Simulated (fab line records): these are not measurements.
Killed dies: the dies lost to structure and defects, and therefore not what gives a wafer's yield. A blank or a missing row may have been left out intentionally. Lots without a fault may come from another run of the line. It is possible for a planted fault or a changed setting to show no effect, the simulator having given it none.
Split-lot experiment ; flow sfqLine ; on a route of 325 steps: 5 lots, 23 wafers read

THE SPLIT ITSELF
At SFQ_TRILAYER_I6_VIA_LITHO_COAT_169 (resist thk 650 nm), the setting spinRpm was moved away from the recipe's 3000 rpm on 8 of the 23 wafers read, by -4.3% to +7.2%. All remaining wafers had this setting at the recipe value.

The reading comes from the split's own step.

THE READING
KrF_of_TRILAYER_I6_VIA_LITHO_COAT_169.thkNm (the simulator's own value, which no gauge read), in nm, at SFQ_TRILAYER_I6_VIA_LITHO_COAT_169 (resist thk 650 nm). The file gives no usual value for it. Average 650.1 nm, standard deviation 1.8 nm, over the 15 wafers here run with the recipe.

wafer;tool, chamber at the split;spinRpm as run, rpm;against the recipe;KrF_of_TRILAYER_I6_VIA_LITHO_COAT_169.thkNm, nm;against lot-mates on the recipe
L076.1;lithoTrack-02, 0;3000;recipe;649.8;-
L076.3;lithoTrack-02, 0;3000;recipe;648.8;-
L076.5;lithoTrack-02, 0;3000;recipe;647.7;-
L077.1;lithoTrack-01, 0;3000;recipe;653.3;-
L077.3;lithoTrack-01, 0;3000;recipe;653.3;-
L077.2;lithoTrack-01, 0;3000;recipe;652;-
L077.5;lithoTrack-01, 0;3155;+5.2%;637.2;-15.7
L077.6;lithoTrack-01, 0;3155;+5.2%;636.3;-16.6
L078.1;lithoTrack-02, 0;3000;recipe;650.8;-
L078.2;lithoTrack-02, 0;2870;-4.3%;662.6;+12.4
L078.3;lithoTrack-02, 0;3000;recipe;650.4;-
L078.5;lithoTrack-02, 0;3000;recipe;649.3;-
L078.6;lithoTrack-02, 0;2870;-4.3%;664.2;+14.0
L083.2;lithoTrack-02, 0;3000;recipe;649.5;-
L083.3;lithoTrack-02, 0;2893;-3.6%;662.3;+14.0
L083.4;lithoTrack-02, 0;3000;recipe;647.4;-
L083.5;lithoTrack-02, 0;2893;-3.6%;661.6;+13.3
L083.6;lithoTrack-02, 0;3000;recipe;648;-
L085.1;lithoTrack-02, 0;3215;+7.2%;627.5;-22.9
L085.2;lithoTrack-02, 0;3000;recipe;648.9;-
L085.3;lithoTrack-02, 0;3215;+7.2%;629.5;-20.9
L085.5;lithoTrack-02, 0;3000;recipe;650;-
L085.6;lithoTrack-02, 0;3000;recipe;652.3;-

FIT RESULTS
A straight line over all 23 wafers: KrF_of_TRILAYER_I6_VIA_LITHO_COAT_169.thkNm changes by -2.97 nm for each +1% of spinRpm; r = -0.98; the points scatter about the line by 1.8 nm.
The same after taking each lot's own level away (the mean of its wafers on the recipe; 23 wafers): -3.17 nm for each +1%; r = -0.99; scatter 1.2 nm.
Per that fit: largest spinRpm move, reading shift of 23 nm.
From 648.30 to 652.87 nm: that is the span of the lots' own levels, equal to 2.5 times the standard deviation above.
The two slopes are in agreement: the lot-to-lot level therefore moves the slope only a little.
Check: for one of the wafers moved furthest among these (+7.2%), held out of the fit, the line's prediction against its lot-mates is -22.3 nm. Against them it came out at -22.9 nm.

THESE WAFERS: OTHER SPLITS
Before the reading, these wafers also passed through other splits. Each is held against what the fit with the lots' levels taken away leaves over:
other split on the same wafers;wafers away from the commonest value;r with KrF_of_TRILAYER_I6_VIA_LITHO_COAT_169.thkNm (lot level and that fit taken away)
SFQ_TRILAYER_C5_LITHO_COAT_156 spinRpm;6;+0.19

THE FILE'S OWN FIT
KrF_of_TRILAYER_I6_VIA_LITHO_COAT_169.thkNm changes by -3.16 nm for each +1% of spinRpm, r = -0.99.
